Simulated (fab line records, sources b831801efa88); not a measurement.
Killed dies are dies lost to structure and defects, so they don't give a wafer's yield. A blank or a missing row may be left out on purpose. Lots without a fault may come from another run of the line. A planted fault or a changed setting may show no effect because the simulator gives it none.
fab line records | flow gf180mcu | part 2 of 2: steps 29 to 40 of 40
record lots=5 wafers=15 last_day=34
route steps=602 shown V5@559 TOP_METAL@567 PASSIVATION@587
lots that met no fault: from a run of the same line without faults
start_h: hours from the record's first day to the start of the lot's first wafer shown | wait_h: hours since the lot's step before | " the same as in the row above | L1.1+2: a row that stands for several wafers | - no value, or no start given | * or withheld: withheld | < > ~ a bound
route shown NAME@n: a module of which the file shows steps, and the number in the route of the first | usual: mean/standard deviation of fault-free wafers | same: alike in all rows | chamber/n: place in a boat | sites: the reading at each site | _std_site: their standard deviation | _edge_site: outer sites' mean less inner sites' | radius_mm: how far each site lies from the wafer's centre | mask NAME#n: copy n | behind: the tool/chamber that last shaped the wafer | hold: why the lot was held/for how many hours/how that ended | device: the transistor (n, p or np) that didn't switch | end of line: the same wafers' tests at the end of the route | a step without rows: its recipe alone | killed: dies lost to structure and defects at the first sort, not the wafer's yield | map: a wafer's dies, x killed, . not, _ none there
set.NAME: the setting as run; set.NAME@STEP: as run at that earlier step | model.NAME: the simulator's own value behind a step, which no gauge read
lots at some steps of the route; a table a step, a row a wafer
services: from which hour (start_h, from the record's first day; less than 0 if before it) a tool's chamber was out of use, for how many hours, and why
## steps
# step GF_PASSIVATION_CVD_00
# recipe material=SiO2 target_thk_nm=1000 precursor=TEOS temp_c=400 time_s=111.95 rf_w=600
# usual heater_power_outer_w=340/46 heater_power_w=603/65
# columns lot.wafer tool chamber start_h wait_h heater_power_outer_w heater_power_w
L080.1 pecvd-01 2 714.33 0.0 367 642
L080.5 " 0 " " 308 557
L080.6 " 1 " " 238 476
L084.2 pecvd-03 1 747.08 0.0 349 544
L084.5 " 0 " " 326 605
L084.6 " 2 " " 311 586
L086.2 pecvd-03 0 749.68 0.0 343 601
L086.4 " 0 " " 360 638
L086.6 " 2 " " 397 684
L094.2 pecvd-01 2 791.35 0.0 293 539
L094.3 " 1 " " 313 578
L094.6 " 2 " " 326 582
L095.1 pecvd-04 1 796.49 0.0 379 654
L095.2 " 2 " " 306 551
L095.3 " 0 " " 345 637
# step GF_PASSIVATION_THK_MEAS_01
# recipe reads=SiO2_of_PASSIVATION_CVD_00
# usual PASSIVATION_CVD_00_THK=1000/14
# columns lot.wafer tool chamber start_h wait_h PASSIVATION_CVD_00_THK[nm]
L080.1 film_metro-01 - 714.41 0.0 995
L080.5 " - " " 993
L080.6 " - " " 995
L084.2 film_metro-02 - 747.17 0.0 990
L084.5 " - " " 1014
L084.6 " - " " 1035
L086.2 film_metro-04 - 749.77 0.0 982
L086.4 " - " " 1013
L086.6 " - " " 1024
L094.2 film_metro-02 - 791.44 0.0 985
L094.3 " - " " 975
L094.6 " - " " 1008
L095.1 film_metro-02 - 796.57 0.0 1018
L095.2 " - " " 999
L095.3 " - " " 1005
# step GF_PASSIVATION_CVD_02
# recipe material=Si3N4 target_thk_nm=700 time_s=486.18 temp_c=400 rf_w=450
# usual heater_power_outer_w=384/44 heater_power_w=666/66
# columns lot.wafer tool chamber start_h wait_h heater_power_outer_w heater_power_w
L080.1 pecvd-04 0 714.47 0.1 425 756
L080.5 " 1 " " 337 624
L080.6 " 2 " " 425 701
L084.2 pecvd-01 1 747.22 0.0 358 632
L084.5 " 2 " " 400 693
L084.6 " 0 " " 446 734
L086.2 pecvd-04 2 749.82 0.0 338 578
L086.4 " 1 " " 334 616
L086.6 " 0 " " 342 630
L094.2 pecvd-04 2 791.49 0.0 330 592
L094.3 " 1 " " 389 666
L094.6 " 1 " " 412 721
L095.1 pecvd-01 0 796.63 0.1 417 697
L095.2 " 2 " " 328 586
L095.3 " 1 " " 368 651
# step GF_PASSIVATION_THK_MEAS_03
# recipe reads=Si3N4_of_PASSIVATION_CVD_02
# usual PASSIVATION_CVD_02_THK=701/9
# columns lot.wafer tool chamber start_h wait_h PASSIVATION_CVD_02_THK[nm]
L080.1 film_metro-04 - 714.76 0.1 693
L080.5 " - " " 694
L080.6 " - " " 715
L084.2 film_metro-04 - 747.52 0.2 698
L084.5 " - " " 705
L084.6 " - " " 706
L086.2 film_metro-04 - 750.17 0.2 701
L086.4 " - " " 691
L086.6 " - " " 707
L094.2 film_metro-01 - 791.78 0.2 706
L094.3 " - " " 684
L094.6 " - " " 698
L095.1 film_metro-04 - 796.92 0.1 688
L095.2 " - " " 690
L095.3 " - " " 696
# step GF_PASSIVATION_DEHYDRATE_04
# recipe temp_c=200 time_s=60
# columns lot.wafer tool chamber start_h wait_h
L080.1+5+6 litho_track-01 0 723.24 8.5
L084.2+5+6 litho_track-02 0 754.89 7.4
L086.2+4+6 litho_track-04 0 757.45 7.3
L094.2+3+6 litho_track-04 0 798.85 7.1
L095.1+2+3 litho_track-02 0 804.27 7.3
# step GF_PASSIVATION_HMDS_05
# recipe prime_time_s=60 prime_temp_c=120
# columns lot.wafer tool chamber start_h wait_h
L080.1+5+6 litho_track-01 0 723.39 0.1
L084.2+5+6 litho_track-02 0 755.04 0.1
L086.2+4+6 litho_track-04 0 757.60 0.1
L094.2+3+6 litho_track-04 0 799.00 0.1
L095.1+2+3 litho_track-02 0 804.42 0.1
# step GF_PASSIVATION_COAT_06
# recipe spin_rpm=2000 resist_thk_nm=4000
# columns lot.wafer tool chamber start_h wait_h
L080.1+5+6 litho_track-01 0 723.54 0.1
L084.2+5+6 litho_track-02 0 755.19 0.1
L086.2+4+6 litho_track-04 0 757.75 0.1
L094.2+3+6 litho_track-04 0 799.15 0.1
L095.1+2+3 litho_track-02 0 804.57 0.1
# step GF_PASSIVATION_SOFTBAKE_07
# recipe temp_c=110 time_s=withheld
# columns lot.wafer tool chamber start_h wait_h
L080.1+5+6 litho_track-01 0 723.69 0.1
L084.2+5+6 litho_track-02 0 755.35 0.1
L086.2+4+6 litho_track-04 0 757.91 0.1
L094.2+3+6 litho_track-04 0 799.31 0.1
L095.1+2+3 litho_track-02 0 804.72 0.1
# step GF_PASSIVATION_EXPOSE_08
# recipe mask_id=Pad target_cd_nm=40000 na=0.57 dose_mj=310
# usual focus_offset_nm=0.0/0.53
# columns lot.wafer tool chamber start_h wait_h mask focus_offset_nm
L080.1 iline_stepper-02 0 - - Pad#0 -0.1
L080.5 " 0 " " Pad#0 0.1
L080.6 " 0 " " Pad#0 -0.3
L084.2 iline_stepper-02 0 - - Pad#0 0.2
L084.5 " 0 " " Pad#0 0.1
L084.6 " 0 " " Pad#0 0.7
L086.2 iline_stepper-02 0 - - Pad#0 -0.2
L086.4 " 0 " " Pad#0 0.8
L086.6 " 0 " " Pad#0 -0.3
L094.2 iline_stepper-02 0 - - Pad#0 0.0
L094.3 " 0 " " Pad#0 -0.1
L094.6 " 0 " " Pad#0 -0.2
L095.1 iline_stepper-02 0 - - Pad#0 0.5
L095.2 " 0 " " Pad#0 -0.5
L095.3 " 0 " " Pad#0 1.2
# step GF_PASSIVATION_PEB_09
# recipe temp_c=115 time_s=withheld
# columns lot.wafer tool chamber start_h wait_h
L080.1+5+6 litho_track-02 0 - -
L084.2+5+6 litho_track-01 0 - -
L086.2+4+6 litho_track-01 0 - -
L094.2+3+6 litho_track-01 0 - -
L095.1+2+3 litho_track-02 0 - -
# step GF_PASSIVATION_DEVELOP_10
# recipe develop_time_s=60 dev_temp_c=23
# columns lot.wafer tool chamber start_h wait_h
L080.1+5+6 litho_track-02 0 - -
L084.2+5+6 litho_track-01 0 - -
L086.2+4+6 litho_track-01 0 - -
L094.2+3+6 litho_track-01 0 - -
L095.1+2+3 litho_track-02 0 - -
# step GF_PASSIVATION_ETCH_11
# recipe chemistry=CF4/O2 target_depth_nm=1800 stop_on=TiN source_w=800 bias_w=150 pressure_mtorr=150 cf4_flow_sccm=80 O2_flow_sccm=10 time_s=408.5
# usual drypump_motor_current_A=5.6/0.44 oes_product_au=0.961/0.0078 throttle_valve_pct=5.960/0.0093
# columns lot.wafer tool chamber start_h wait_h drypump_motor_current_A oes_product_au rf_hours_counter_h throttle_valve_pct
L080.1 rie_diel-01 0 733.22 - 5.6 0.954 22 5.947
L080.5 " 3 " " 5.5 0.958 - 5.975
L080.6 " 1 " " 5.6 0.955 - 5.956
L084.2 rie_diel-04 2 763.33 - 4.9 0.960 17 5.948
L084.5 " 1 " " 6.1 0.967 - 5.965
L084.6 " 0 " " 6.0 0.984 - 5.973
L086.2 rie_diel-04 0 766.78 - 6.1 0.949 29 5.966
L086.4 " 1 " " 6.1 0.965 15 5.955
L086.6 " 3 " " 5.3 0.974 - 5.971
L094.2 rie_diel-03 0 807.13 - 5.9 0.958 10 5.953
L094.3 " 1 " " 5.8 0.947 24 5.952
L094.6 " 3 " " 6.6 0.967 - 5.947
L095.1 rie_diel-01 2 812.27 - 5.2 0.967 30 5.961
L095.2 " 0 " " 5.5 0.952 27 5.946
L095.3 " 1 " " 5.6 0.960 14 5.958
## services
# columns tool chamber start_h hours kind
iline_stepper-02 - 692.32 14.5 repair
cvd_w-02 - 695.56 2.8 pm
rie_diel-01 2 695.63 54.9 repair
wet_bench-02 - 697.65 1.9 pm
rie_diel-03 3 702.88 4.5 repair
wet_bench-04 - 707.21 21.6 repair
cmp-02 - 712.46 0.3 repair
iline_stepper-01 - 722.22 4.4 pm
cvd_w-02 - 725.21 6.9 pm
cmp-01 - 725.34 2.0 repair
pvd_sputter-02 - 727.72 22.7 repair
iline_stepper-02 - 733.01 1.7 pm
cmp-02 - 744.18 4.0 pm
cmp-02 - 745.17 5.1 repair
cmp-01 - 750.34 0.6 repair
iline_stepper-01 - 754.06 1.7 pm
pecvd-03 - 754.34 1.9 repair
iline_stepper-01 - 770.93 8.9 pm
cmp-02 - 771.07 3.0 repair
cmp-02 - 779.01 5.4 pm
rie_diel-04 - 779.90 1.1 repair
iline_stepper-01 - 783.90 2.9 repair
pecvd-01 - 799.38 14.0 pm
cmp-01 - 806.54 1.0 repair
